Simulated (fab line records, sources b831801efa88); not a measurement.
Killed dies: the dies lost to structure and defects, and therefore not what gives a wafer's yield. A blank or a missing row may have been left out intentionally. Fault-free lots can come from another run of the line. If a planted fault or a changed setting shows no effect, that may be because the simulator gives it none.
What tool caused it? / flow sky130 / Sampling: 14 lots, 42 wafers, 6 of 708 route steps

WHAT EACH GAUGE READ, for each wafer
SKY_NWELL_OVL_MEAS_10. Usual: NWELL_00_OVL typically reads 0.8 nm, with standard deviation 1.3.
lot=L591; measured=day 4 15:46; on=overlay-01; NWELL_00_OVL (nm)=-0.1 -0.8 1.7; flag=
lot=L593; measured=day 5 02:09; on=overlay-02; NWELL_00_OVL (nm)=-0.8 0.2 1.6; flag=
lot=L597; measured=day 6 00:27; on=overlay-01; NWELL_00_OVL (nm)=1.1 0.1 0.5; flag=
lot=L598; measured=day 6 05:53; on=overlay-01; NWELL_00_OVL (nm)=2.3 3.4 3.0; flag=
lot=L599; measured=day 6 12:15; on=overlay-01; NWELL_00_OVL (nm)=1.9 1.2 1.3; flag=
lot=L600; measured=day 6 18:45; on=overlay-02; NWELL_00_OVL (nm)=-1.0 -1.6 -2.7; flag=
lot=L601; measured=day 6 22:47; on=overlay-02; NWELL_00_OVL (nm)=1.2 0.4 1.1; flag=
lot=L604; measured=day 7 15:28; on=overlay-02; NWELL_00_OVL (nm)=0.3 0.0 0.9; flag=
lot=L605; measured=day 7 22:22; on=overlay-01; NWELL_00_OVL (nm)=0.4 0.1 1.3; flag=
lot=L607; measured=day 8 10:53; on=overlay-01; NWELL_00_OVL (nm)=2.0 2.3 2.0; flag=
lot=L610; measured=day 9 04:45; on=overlay-01; NWELL_00_OVL (nm)=1.8 0.2 0.9; flag=
lot=L611; measured=day 9 14:50; on=overlay-01; NWELL_00_OVL (nm)=1.5 0.3 0.1; flag=
lot=L613; measured=day 10 04:16; on=overlay-01; NWELL_00_OVL (nm)=1.4 -2.0 0.6; flag=
lot=L614; measured=day 10 04:47; on=overlay-02; NWELL_00_OVL (nm)=1.4 1.2 1.5; flag=

SKY_NWELL_TW_MEAS_15. Usual: NWELL_TW typically reads 1816, with standard deviation 20.
lot=L591; measured=day 4 16:21; on=filmMetro-02; NWELL_TW=1808 1806 1811; flag=
lot=L593; measured=day 5 02:44; on=filmMetro-02; NWELL_TW=1825 1810 1816; flag=
lot=L597; measured=day 6 01:02; on=filmMetro-03; NWELL_TW=1786 1780 1789; flag=
lot=L598; measured=day 6 06:28; on=filmMetro-03; NWELL_TW=1785 1783 1774; flag=
lot=L599; measured=day 6 12:50; on=filmMetro-04; NWELL_TW=1843 1841 1840; flag=
lot=L600; measured=day 6 19:20; on=filmMetro-02; NWELL_TW=1819 1828 1818; flag=
lot=L601; measured=day 6 23:23; on=filmMetro-03; NWELL_TW=1778 1796 1783; flag=
lot=L604; measured=day 7 16:03; on=filmMetro-02; NWELL_TW=1812 1826 1822; flag=
lot=L605; measured=day 7 22:57; on=filmMetro-02; NWELL_TW=1819 1826 1820; flag=
lot=L607; measured=day 8 11:29; on=filmMetro-04; NWELL_TW=1823 1830 1843; flag=
lot=L610; measured=day 9 05:20; on=filmMetro-02; NWELL_TW=1825 1831 1821; flag=
lot=L611; measured=day 9 15:25; on=filmMetro-02; NWELL_TW=1836 1827 1827; flag=
lot=L613; measured=day 10 04:52; on=filmMetro-03; NWELL_TW=1804 1814 1807; flag=
lot=L614; measured=day 10 05:23; on=filmMetro-04; NWELL_TW=1817 1818 1825; flag=

SKY_NWELL_OVL_MEAS_23. Usual: NWELL_01_OVL typically reads 0.6 nm, with standard deviation 1.4.
lot=L591; measured=day 5 09:34; on=overlay-02; NWELL_01_OVL (nm)=-2.2 -0.7 1.7; flag=
lot=L593; measured=day 5 19:21; on=overlay-01; NWELL_01_OVL (nm)=2.2 -1.1 1.7; flag=
lot=L597; measured=day 6 20:02; on=overlay-01; NWELL_01_OVL (nm)=-0.2 0.5 -0.1; flag=
lot=L598; measured=day 7 02:08; on=overlay-01; NWELL_01_OVL (nm)=-0.4 -1.0 0.4; flag=
lot=L599; measured=day 7 07:47; on=overlay-01; NWELL_01_OVL (nm)=1.0 1.4 2.2; flag=
lot=L600; measured=day 7 15:00; on=overlay-01; NWELL_01_OVL (nm)=- - -; flag=OFF
lot=L601; measured=day 7 18:24; on=overlay-01; NWELL_01_OVL (nm)=- - -; flag=OFF
lot=L604; measured=day 8 12:04; on=overlay-02; NWELL_01_OVL (nm)=-0.4 -0.4 -0.2; flag=
lot=L605; measured=day 8 19:34; on=overlay-01; NWELL_01_OVL (nm)=1.4 1.1 1.5; flag=
lot=L607; measured=day 9 09:04; on=overlay-01; NWELL_01_OVL (nm)=-0.9 0.3 1.0; flag=
lot=L610; measured=day 10 02:47; on=overlay-01; NWELL_01_OVL (nm)=3.1 3.4 1.9; flag=
lot=L611; measured=day 10 13:25; on=overlay-01; NWELL_01_OVL (nm)=-0.3 -0.6 -0.1; flag=
lot=L613; measured=day 11 04:04; on=overlay-02; NWELL_01_OVL (nm)=-1.3 -1.1 -0.7; flag=
lot=L614; measured=day 11 04:19; on=overlay-02; NWELL_01_OVL (nm)=2.5 0.8 0.5; flag=

SKY_NWELL_TW_MEAS_26. Usual: NWELL_2_TW typically reads 495, with standard deviation 5.4.
lot=L591; measured=day 5 09:52; on=filmMetro-04; NWELL_2_TW=498 498 499; flag=
lot=L593; measured=day 5 19:38; on=filmMetro-02; NWELL_2_TW=490 494 490; flag=
lot=L597; measured=day 6 20:20; on=filmMetro-03; NWELL_2_TW=486 489 486; flag=
lot=L598; measured=day 7 02:25; on=filmMetro-02; NWELL_2_TW=496 496 495; flag=
lot=L599; measured=day 7 08:04; on=filmMetro-04; NWELL_2_TW=504 503 503; flag=
lot=L600; measured=day 7 15:17; on=filmMetro-02; NWELL_2_TW=30 30 30 30 30 30; flag=OFF
lot=L601; measured=day 7 18:41; on=filmMetro-04; NWELL_2_TW=31 30 30 31 30 30; flag=OFF
lot=L604; measured=day 8 12:21; on=filmMetro-03; NWELL_2_TW=494 490 493; flag=
lot=L605; measured=day 8 19:51; on=filmMetro-04; NWELL_2_TW=499 497 499; flag=
lot=L607; measured=day 9 09:21; on=filmMetro-02; NWELL_2_TW=495 500 498; flag=
lot=L610; measured=day 10 03:04; on=filmMetro-04; NWELL_2_TW=497 497 498; flag=
lot=L611; measured=day 10 13:42; on=filmMetro-03; NWELL_2_TW=493 493 492; flag=
lot=L613; measured=day 11 04:21; on=filmMetro-03; NWELL_2_TW=488 490 489; flag=
lot=L614; measured=day 11 04:36; on=filmMetro-02; NWELL_2_TW=500 499 500; flag=

SKY_VT_ADJUST_LVTN_OVL_MEAS_07. Usual: VT_ADJUST_LVTN_OVL typically reads 0.9 nm, with standard deviation 1.4.
lot=L591; measured=day 6 23:47; on=overlay-02; VT_ADJUST_LVTN_OVL (nm)=1.1 0.5 -0.1; flag=
lot=L593; measured=day 7 09:45; on=overlay-01; VT_ADJUST_LVTN_OVL (nm)=2.2 1.3 2.7; flag=
lot=L597; measured=day 8 10:29; on=overlay-02; VT_ADJUST_LVTN_OVL (nm)=1.3 -1.2 -0.4; flag=
lot=L598; measured=day 8 19:50; on=overlay-01; VT_ADJUST_LVTN_OVL (nm)=1.1 2.7 2.5; flag=
lot=L599; measured=day 9 00:51; on=overlay-01; VT_ADJUST_LVTN_OVL (nm)=2.0 2.4 -0.5; flag=
lot=L604; measured=day 10 08:33; on=overlay-01; VT_ADJUST_LVTN_OVL (nm)=-2.5 -1.0 -0.1; flag=
lot=L605; measured=day 10 17:56; on=overlay-02; VT_ADJUST_LVTN_OVL (nm)=0.7 1.6 0.8; flag=
lot=L607; measured=day 11 06:38; on=overlay-01; VT_ADJUST_LVTN_OVL (nm)=2.1 1.6 0.7; flag=
lot=L610; measured=day 12 02:20; on=overlay-02; VT_ADJUST_LVTN_OVL (nm)=0.4 0.2 0.5; flag=
lot=L611; measured=day 12 13:43; on=overlay-01; VT_ADJUST_LVTN_OVL (nm)=0.6 0.4 2.0; flag=
lot=L613; measured=day 13 06:07; on=overlay-01; VT_ADJUST_LVTN_OVL (nm)=-1.3 1.9 1.4; flag=
lot=L614; measured=day 13 08:20; on=overlay-01; VT_ADJUST_LVTN_OVL (nm)=4.6 4.3 3.2; flag=

TOOL THAT RAN EACH LOT (tool first, then ch and the chambers of the sampled wafers, then the start)
lot=L591; SKY_NWELL_DEVELOP_22=lithoTrack-01 ch 0, day 5 09:00
lot=L593; SKY_NWELL_DEVELOP_22=lithoTrack-04 ch 0, day 5 19:00
lot=L597; SKY_NWELL_DEVELOP_22=lithoTrack-02 ch 0, day 6 19:00
lot=L598; SKY_NWELL_DEVELOP_22=lithoTrack-02 ch 0, day 7 01:00
lot=L599; SKY_NWELL_DEVELOP_22=lithoTrack-02 ch 0, day 7 07:00
lot=L600; SKY_NWELL_DEVELOP_22=lithoTrack-04 ch 0, day 7 14:00
lot=L601; SKY_NWELL_DEVELOP_22=lithoTrack-04 ch 0, day 7 18:00
lot=L604; SKY_NWELL_DEVELOP_22=lithoTrack-01 ch 0, day 8 11:00
lot=L605; SKY_NWELL_DEVELOP_22=lithoTrack-01 ch 0, day 8 19:00
lot=L607; SKY_NWELL_DEVELOP_22=lithoTrack-01 ch 0, day 9 08:00
lot=L610; SKY_NWELL_DEVELOP_22=lithoTrack-02 ch 0, day 10 02:00
lot=L611; SKY_NWELL_DEVELOP_22=lithoTrack-04 ch 0, day 10 13:00
lot=L613; SKY_NWELL_DEVELOP_22=lithoTrack-04 ch 0, day 11 03:00
lot=L614; SKY_NWELL_DEVELOP_22=lithoTrack-01 ch 0, day 11 04:00
- SKY_NWELL_DEVELOP_22: develop time 60 s.

WHAT THE TOOLS THEMSELVES READ (means of the sampled wafers that have a number; where no wafer has one, the mark that the record gives instead)
The record holds no such reading with a usual standard deviation.

THE ANSWER, worked out from the rows above alone
Rule: a lot is off if the mean of its wafers that have a number lies more than 3 standard deviations from the usual mean. Also off: a lot with no number at a reading for which 4 or more lots have one. Where the step has rows for the other lots, those lots are counted as sound. Order of review: gauges by route order, followed by the tools' own readings, for which a lot's mean as printed above is used. At the first step where some lot is off, the reading lying furthest off is the one used; lots without a number count as furthest.
Off: at SKY_NWELL_OVL_MEAS_23 (NWELL_01_OVL), L600, L601. Without a number there: L600, L601.
If a tool, at a process step before that reading, ran all the lots that are off and no sound lot after the first of them, it fits. The gauges at SKY_NWELL_OVL_MEAS_23 aren't tried: what is off there is off at SKY_NWELL_TW_MEAS_26 too, on other tools, and a gauge's error can't cause that. No candidate that was tried fits.

WHAT THE SIMULATOR HAD PUT IN
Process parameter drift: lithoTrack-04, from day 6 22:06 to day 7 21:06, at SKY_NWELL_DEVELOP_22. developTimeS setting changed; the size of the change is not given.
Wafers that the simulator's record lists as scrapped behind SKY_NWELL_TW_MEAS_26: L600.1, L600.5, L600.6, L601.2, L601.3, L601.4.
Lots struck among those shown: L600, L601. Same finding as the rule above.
